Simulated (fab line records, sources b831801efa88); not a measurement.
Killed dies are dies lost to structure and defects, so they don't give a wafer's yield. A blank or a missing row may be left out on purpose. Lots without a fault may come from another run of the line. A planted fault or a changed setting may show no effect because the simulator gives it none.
Which tool did it? | flow sky130 | 10 lots, 30 wafers sampled, at 3 steps of a route of 708

WHAT THE GAUGES READ, wafer by wafer
SKY_METAL2_RS_MEAS_05: measures by four-point-probe. Usual: METAL2_ALCU_RS 0.1274 ohm/sq, standard deviation 0.0016.
lot  | measured     | on            | METAL2_ALCU_RS (ohm/sq) | flag
L202 | day 34 20:47 | film_metro-01 | 0.1251 0.1229 0.1265    |
L203 | day 35 04:05 | film_metro-04 | 0.1261 0.1273 0.1288    |
L204 | day 35 21:25 | film_metro-03 | 0.1289 0.1290 0.1298    |
L205 | day 35 21:44 | film_metro-01 | 0.1276 0.1251 0.1281    |
L206 | day 36 08:45 | film_metro-04 | 0.1283 0.1276 0.1296    |
L214 | day 38 23:47 | film_metro-03 | 0.1279 0.1268 0.1267    |
L219 | day 40 03:17 | film_metro-03 | 0.1245 0.1259 0.1262    |
L220 | day 40 09:51 | film_metro-04 | 0.1295 0.1296 0.1304    |
L222 | day 41 03:29 | film_metro-03 | 0.1275 0.1280 0.1269    |
L224 | day 41 12:07 | film_metro-03 | 0.1283 0.1246 0.1254    |

WHICH TOOL RAN EACH LOT (tool, then ch and the chambers of the sampled wafers, then the start)
lot  | SKY_VIA1_CMP_24               | SKY_METAL2_SPUTTER_03
L202 | cmp-01 ch 1,2, day 34 20:20   | pvd_sputter-04, day 34 20:43
L203 | cmp-02 ch 0,1,3, day 35 03:42 | pvd_sputter-04, day 35 04:01
L204 | cmp-02 ch 0,2,3, day 35 21:04 | pvd_sputter-02, day 35 21:20
L205 | cmp-01 ch 0,1, day 35 21:16   | pvd_sputter-04, day 35 21:38
L206 | cmp-01 ch 1,2,3, day 36 08:19 | pvd_sputter-04, day 36 08:41
L214 | cmp-01 ch 1,2, day 38 23:23   | pvd_sputter-04, day 38 23:42
L219 | cmp-01 ch 1,2, day 40 02:54   | pvd_sputter-04, day 40 03:14
L220 | cmp-01 ch 2,3, day 40 09:24   | pvd_sputter-04, day 40 09:43
L222 | cmp-02 ch 0,2,3, day 41 03:08 | pvd_sputter-04, day 41 03:25
L224 | cmp-01 ch 0,2, day 41 11:40   | pvd_sputter-02, day 41 12:02
- SKY_VIA1_CMP_24: polishes, stops on SiO2, t overpolish 15 s, target thk 0 nm.
- SKY_METAL2_SPUTTER_03: material Ti, target thk 5 nm, time 3.3 s.

WHAT THE TOOLS THEMSELVES READ (means of the sampled wafers that have a number; where no wafer has one, the mark that the record gives instead)
SKY_VIA1_CMP_24. Usual: motor_current_A 11.0 A, standard deviation 1; overpolish_run_s 15.000 s, standard deviation 0.0098; time_to_endpoint_s 65 s, standard deviation 3.
lot  | tool   | motor_current_A (A) | overpolish_run_s (s) | time_to_endpoint_s (s) | flag
L202 | cmp-01 | 10.8                | 15.004               | 63                     |
L203 | cmp-02 | 10.7                | 15.005               | 65                     |
L204 | cmp-02 | 10.2                | 15.007               | 63                     |
L205 | cmp-01 | 10.7                | 14.995               | 66                     |
L206 | cmp-01 | 11.0                | 14.988               | 62                     |
L214 | cmp-01 | 10.7                | 14.997               | 64                     |
L219 | cmp-01 | 11.1                | 15.000               | 66                     |
L220 | cmp-01 | 11.0                | 15.002               | 65                     |
L222 | cmp-02 | 10.3                | 14.997               | 60                     |
L224 | cmp-01 | 12.1                | 14.996               | 64                     |

SKY_METAL2_SPUTTER_03. Usual: throttle_valve_pct 29.9 %, standard deviation 0.87.
lot  | tool           | throttle_valve_pct (%) | flag
L202 | pvd_sputter-04 | 30.3                   |
L203 | pvd_sputter-04 | 29.5                   |
L204 | pvd_sputter-02 | 31.0                   |
L205 | pvd_sputter-04 | 29.6                   |
L206 | pvd_sputter-04 | 29.9                   |
L214 | pvd_sputter-04 | 30.1                   |
L219 | pvd_sputter-04 | 29.8                   |
L220 | pvd_sputter-04 | 29.2                   |
L222 | pvd_sputter-04 | 29.8                   |
L224 | pvd_sputter-02 | 29.2                   |

THE ANSWER, worked out from the rows above alone
Rule: a lot is off if the mean of its wafers that have a number lies more than 3 standard deviations from the usual mean. A lot without any number at a reading at which 4 lots or more have one is off too. The other lots that the step has rows for count as sound. The gauges are gone through in route order, then the tools' own readings, and for those a lot's mean is taken as printed above. The first step at which some lot is off is used, and at that step the reading that is off furthest; a lot without a number counts as furthest.
No lot is off at any reading shown: from this, nothing can be told.

WHAT THE SIMULATOR HAD PUT IN
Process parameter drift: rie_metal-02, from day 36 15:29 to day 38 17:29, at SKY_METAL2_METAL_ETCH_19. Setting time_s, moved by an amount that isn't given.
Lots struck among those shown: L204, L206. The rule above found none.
